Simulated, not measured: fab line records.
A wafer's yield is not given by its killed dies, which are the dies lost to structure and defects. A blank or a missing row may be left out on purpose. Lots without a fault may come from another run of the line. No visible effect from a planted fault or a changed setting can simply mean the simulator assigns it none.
Comparing a struck lot with a sound one :: flow sky130 :: 19 out of 708 route steps
Sound: these wafers, L839.1, L839.3, L839.6. Struck: wafers L832.1, L832.5, L832.6. The cause is given at the end.
Each step with rows lists, per side, the tool, then ch with its chambers, then its first start. Under that, the readings that differ: sound wafers :: struck wafers :: difference of the means :: sigmas: that difference in standard deviations of wafers without a fault.
alike: readings whose means differ by less than 2 such deviations, and words and numbers that are the same on both sides. not compared: withheld readings, readings that some wafer has no value for, bounds like >300 that may hide the same value, and numbers for which the record gives no deviation and whose values overlap.
The two part at a step that has a row with sigmas, a row that says differs or no value, or rows on one side only. Numbers that don't overlap but have no deviation are shown without sigmas and don't part them. A reading missing from all wafers of one side parts the sides only when that side holds two or more wafers.

first, 6 steps without rows for these wafers: SKY_LDD_HVN_HMDS_01 (prime time 60 s); SKY_LDD_HVN_COAT_02 (resist thk 300 nm); SKY_LDD_HVN_SOFTBAKE_03 (time 60 s); SKY_LDD_HVN_EXPOSE_04 (exposes mask HVNTM, target cd 700 nm); SKY_LDD_HVN_PEB_05; SKY_LDD_HVN_DEVELOP_06 (develop time 60 s).
SKY_LDD_HVN_OVL_MEAS_07:
  sound on overlay-01 at day 27 00:28; struck on overlay-02 at day 24 08:48
  alike: LDD_HVN_OVL
after that, 1 step had no rows for these wafers: SKY_LDD_HVN_IMPLANT_08.
SKY_LDD_HVN_STRIP_09: strips in O2/N2.
  sound on plasma_asher-04 ch 1, day 27 00:39; struck on plasma_asher-01 ch 0,1, day 24 08:59
reading: drypump_motor_current_A (A)
sound: 6.3 6.2 6.2
struck: 5.2 5.8 5.2
difference: -0.8
sigmas: -2
  alike: oes_product_au, strip_time_to_endpoint_s
  not compared: rf_hours_counter_h
SKY_LDD_HVN_TW_MEAS_10:
  sound on film_metro-01 at day 27 00:45; struck on film_metro-03 at day 24 09:05
  alike: LDD_HVN_TW
then, 2 steps without rows for these wafers: SKY_LDD_HVP_DEHYDRATE_00 (time 60 s); SKY_LDD_HVP_HMDS_01 (prime time 60 s).
SKY_LDD_HVP_COAT_02: resist thk 300 nm.
  sound on litho_track-02 ch 0, day 27 15:04; struck on litho_track-02, day 24 23:46
  no value came back on the struck wafers for chill_plate_temp_C (C), dispense_pressure_kPa (kPa), exhaust_pa (Pa); on the sound wafers chill_plate_temp_C (C) reads 23.05 22.83 22.92
then, 4 steps without rows for these wafers: SKY_LDD_HVP_SOFTBAKE_03 (time 60 s); SKY_LDD_HVP_EXPOSE_04 (exposes mask HVPTM, target cd 700 nm); SKY_LDD_HVP_PEB_05; SKY_LDD_HVP_DEVELOP_06 (develop time 60 s).
SKY_LDD_HVP_OVL_MEAS_07:
  sound on overlay-01 at day 28 05:48; struck on overlay-01 at day 25 15:15
reading: LDD_HVP_OVL (nm)
sound: 1.1 -0.1 -1.0
struck: - - -
difference: no value on the struck wafers
sigmas: 
after that, 1 step had no rows for these wafers: SKY_LDD_HVP_IMPLANT_08.

WHERE THEY PART
At SKY_LDD_HVN_STRIP_09 first; at SKY_LDD_HVP_OVL_MEAS_07 last (within this record only).

WHY: what had been put in by the simulator
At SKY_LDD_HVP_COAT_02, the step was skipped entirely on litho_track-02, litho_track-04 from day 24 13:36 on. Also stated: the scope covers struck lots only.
